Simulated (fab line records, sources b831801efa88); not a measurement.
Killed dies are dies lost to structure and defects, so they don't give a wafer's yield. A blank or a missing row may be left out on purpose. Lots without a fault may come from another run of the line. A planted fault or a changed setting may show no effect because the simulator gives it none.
Which tool did it? | flow sky130 | 14 lots, 42 wafers sampled, at 5 steps of a route of 708

WHAT THE GAUGES READ, wafer by wafer
SKY_FIELD_ISO_BOW_MEAS_00. Usual: INCOMING_BOW -1 um, standard deviation 6.2.
lot  | measured    | on            | INCOMING_BOW (um) | flag
L990 | day 1 10:02 | film_metro-03 | 18 -1 7           |
L991 | day 1 15:01 | film_metro-01 | -14 7 5           |
L992 | day 1 20:01 | film_metro-02 | 2 13 3            |
L993 | day 2 01:01 | film_metro-03 | 0 -1 16           |
L994 | day 2 06:00 | film_metro-01 | -3 -6 2           |
L996 | day 2 16:00 | film_metro-02 | 3 -6 -4           |
L997 | day 2 21:02 | film_metro-03 | 8 3 1             |
L100 | day 3 12:01 | film_metro-03 | -8 5 3            |
L102 | day 3 22:01 | film_metro-02 | 1 -8 2            |
L103 | day 4 03:00 | film_metro-03 | 4 -8 -4           |
L107 | day 4 23:00 | film_metro-03 | 0 -1 -2           |
L108 | day 5 04:00 | film_metro-01 | 4 -9 0            |
L111 | day 5 19:02 | film_metro-01 | 12 2 4            |
L113 | day 6 05:00 | film_metro-03 | -8 -6 8           |

SKY_FIELD_ISO_THK_MEAS_23. Usual: FIELD_ISO_OXIDATION_01_THK 9.96 nm, standard deviation 0.21.
lot  | measured    | on            | FIELD_ISO_OXIDATION_01_THK (nm) | flag
L990 | day 2 17:33 | film_metro-03 | 9.90 9.77 9.68                  |
L991 | day 2 17:32 | film_metro-01 | 9.56 9.58 9.49                  |
L992 | day 3 00:20 | film_metro-01 | 10.00 10.09 9.97                |
L993 | day 3 00:20 | film_metro-02 | 10.14 10.04 10.08               |
L994 | day 3 08:53 | film_metro-03 | 10.08 10.35 10.06               |
L996 | day 3 16:50 | film_metro-02 | 9.87 9.84 10.01                 |
L997 | day 3 20:22 | film_metro-01 | 10.09 10.06 10.23               |
L100 | day 4 13:55 | film_metro-01 | 9.89 9.93 9.96                  |
L102 | day 4 20:50 | film_metro-03 | 4.37 4.24 4.46                  | OFF
L103 | day 5 05:37 | film_metro-03 | 4.46 4.47 4.40                  | OFF
L107 | day 6 05:01 | film_metro-02 | 10.18 10.10 10.26               |
L108 | day 6 05:01 | film_metro-01 | 9.95 9.83 9.93                  |
L111 | day 7 05:04 | film_metro-03 | 10.06 9.84 9.61                 |
L113 | day 7 12:02 | film_metro-02 | 9.85 9.91 9.78                  |

SKY_NWELL_TW_MEAS_15. Usual: NWELL_TW 1838, standard deviation 15.
lot  | measured     | on            | NWELL_TW       | flag
L990 | day 5 04:01  | film_metro-04 | 1831 1842 1842 |
L991 | day 5 03:29  | film_metro-04 | 1832 1840 1825 |
L992 | day 5 08:48  | film_metro-03 | 1846 1835 1842 |
L993 | day 5 08:06  | film_metro-02 | 1823 1826 1822 |
L994 | day 5 17:44  | film_metro-04 | 1835 1849 1836 |
L996 | day 6 00:44  | film_metro-03 | 1829 1833 1831 |
L997 | day 6 07:00  | film_metro-03 | 1820 1827 1828 |
L100 | day 7 02:59  | film_metro-04 | 1838 1848 1836 |
L102 | day 7 10:40  | film_metro-03 | 1821 1819 1832 |
L103 | day 7 21:47  | film_metro-03 | 1813 1832 1823 |
L107 | day 9 07:41  | film_metro-03 | 1832 1822 1831 |
L108 | day 9 06:51  | film_metro-04 | 1865 1857 1850 |
L111 | day 10 02:28 | film_metro-04 | 1874 1880 1867 |
L113 | day 10 12:29 | film_metro-02 | 1821 1827 1818 |

SKY_VT_ADJUST_LVTN_OVL_MEAS_18. Usual: VT_ADJUST_LVTN_01_OVL 0.3 nm, standard deviation 1.1.
lot  | measured     | on         | VT_ADJUST_LVTN_01_OVL (nm) | flag
L990 | day 8 10:19  | overlay-01 | 0.5 1.2 -0.1               |
L991 | day 8 09:49  | overlay-02 | 0.8 -1.1 0.3               |
L992 | day 8 12:58  | overlay-01 | 0.1 -0.7 0.0               |
L993 | day 8 11:37  | overlay-02 | -3.1 -3.8 -2.5             | OFF
L994 | day 8 23:46  | overlay-01 | 0.5 0.8 0.0                |
L996 | day 9 09:34  | overlay-02 | 2.7 1.5 0.8                |
L997 | day 9 17:26  | overlay-02 | -0.5 1.8 -0.2              |
L100 | day 10 17:58 | overlay-02 | 1.5 0.2 2.3                |
L102 | day 11 02:52 | overlay-01 | 1.3 0.7 1.1                |
L103 | day 11 17:31 | overlay-02 | 1.4 0.2 2.0                |
L107 | day 13 07:28 | overlay-02 | 0.5 1.2 0.4                |
L108 | day 13 06:22 | overlay-01 | -0.3 1.2 0.3               |
L111 | day 14 06:19 | overlay-01 | -1.7 -0.4 0.3              |
L113 | day 14 15:49 | overlay-02 | 0.9 0.0 1.9                |

WHICH TOOL RAN EACH LOT (tool, then ch and the chambers of the sampled wafers, then the start)
lot  | SKY_FIELD_ISO_OXIDATION_22
L990 | furnace-01 ch 0, day 2 16:22
L991 | furnace-01 ch 0, day 2 16:22
L992 | furnace-02 ch 0, day 2 23:09
L993 | furnace-02 ch 0, day 2 23:09
L994 | furnace-01 ch 0, day 3 07:43
L996 | furnace-01 ch 0, day 3 15:39
L997 | furnace-02 ch 0, day 3 19:10
L100 | furnace-02 ch 0, day 4 12:44
L102 | furnace-02 ch 0, day 4 19:39
L103 | furnace-02 ch 0, day 5 04:27
L107 | furnace-01 ch 0, day 6 03:51
L108 | furnace-01 ch 0, day 6 03:51
L111 | furnace-01 ch 0, day 7 03:53
L113 | furnace-01 ch 0, day 7 10:52
- SKY_FIELD_ISO_OXIDATION_22: stabilise 600 s, purge 300 s, target thk 10 nm.

WHAT THE TOOLS THEMSELVES READ (means of the sampled wafers that have a number; where no wafer has one, the mark that the record gives instead)
The record holds no such reading with a usual standard deviation.

THE ANSWER, worked out from the rows above alone
Rule: a lot is off if the mean of its wafers that have a number lies more than 3 standard deviations from the usual mean. A lot without any number at a reading at which 4 lots or more have one is off too. The other lots that the step has rows for count as sound. The gauges are gone through in route order, then the tools' own readings, and for those a lot's mean is taken as printed above. The first step at which some lot is off is used, and at that step the reading that is off furthest; a lot without a number counts as furthest.
Off: L102, L103, at SKY_FIELD_ISO_THK_MEAS_23 (FIELD_ISO_OXIDATION_01_THK).
A tool fits if, at a process step before that reading, it ran every lot that is off, and no sound lot after the first of them. The gauges at SKY_FIELD_ISO_THK_MEAS_23 are tried like those tools. One fits: furnace-02 at SKY_FIELD_ISO_OXIDATION_22. Its last sound lot is L100 (day 4 12:44), its first lot that is off L102 (day 4 19:39): a fault that began between those two fits.

WHAT THE SIMULATOR HAD PUT IN
Process parameter drift: furnace-02, from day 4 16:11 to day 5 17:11, at SKY_FIELD_ISO_OXIDATION_22. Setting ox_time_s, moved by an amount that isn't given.
Lots struck among those shown: L102, L103. The rule above found the same.
